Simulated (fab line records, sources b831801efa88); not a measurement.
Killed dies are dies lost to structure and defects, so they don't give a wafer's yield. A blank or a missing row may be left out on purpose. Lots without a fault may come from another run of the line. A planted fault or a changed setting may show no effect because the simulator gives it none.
Chamber matching | flow gf180mcu | GF_PASSIVATION_CVD_00 on pecvd-03: 3 sister chambers
The step deposits SiO2 from TEOS, target thk 1000 nm, time 111.95 s. 3 wafers are shown with their chamber, then 11 later ones without.

WAFERS WITH THEIR CHAMBER
wafer  | chamber | heater_power_w (W)
L086.5 | 2       | 734
L086.6 | 0       | 514
L088.3 | 1       | 515

WAFERS WITHOUT THEIR CHAMBER
wafer  | heater_power_w (W)
L088.4 | 779
L088.6 | 564
L092.3 | 553
L092.4 | 741
L092.6 | 474
L094.1 | 569
L094.3 | 649
L094.5 | 518
L097.1 | 781
L097.2 | 663
L097.4 | 527

WHICH CHAMBER EACH WENT THROUGH
wafer  | from the rows above          | in truth
L088.4 | 2                            | 2
L088.6 | can't be placed: 1 or 0      | 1
L092.3 | can't be placed: 1 or 0      | 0
L092.4 | 2                            | 2
L092.6 | can't be placed: 0 or 1      | 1
L094.1 | can't be placed: 1 or 0      | 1
L094.3 | can't be placed: 2 or 1 or 0 | 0
L094.5 | can't be placed: 1 or 0      | 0
L097.1 | 2                            | 2
L097.2 | can't be placed: 2 or 1 or 0 | 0
L097.4 | can't be placed: 1 or 0      | 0
Placed correctly: 3 of 11. Can't be placed from these rows: 8 (the true chamber is among the candidates in 8). Placed wrongly: 0.
How it was worked out, from the rows above alone: a wafer's distance from a chamber is the root of the sum, over the readings, of the square of ((its reading less the chamber's mean) divided by the reading's scatter). The wafer belongs to the nearest chamber; if the next one is less than 2 further off, it can't be placed. A chamber's mean is the mean of its shown wafers. The scatter: with one shown wafer a chamber, the root of the mean of the squares of how far each hidden wafer lies from its nearest shown one.
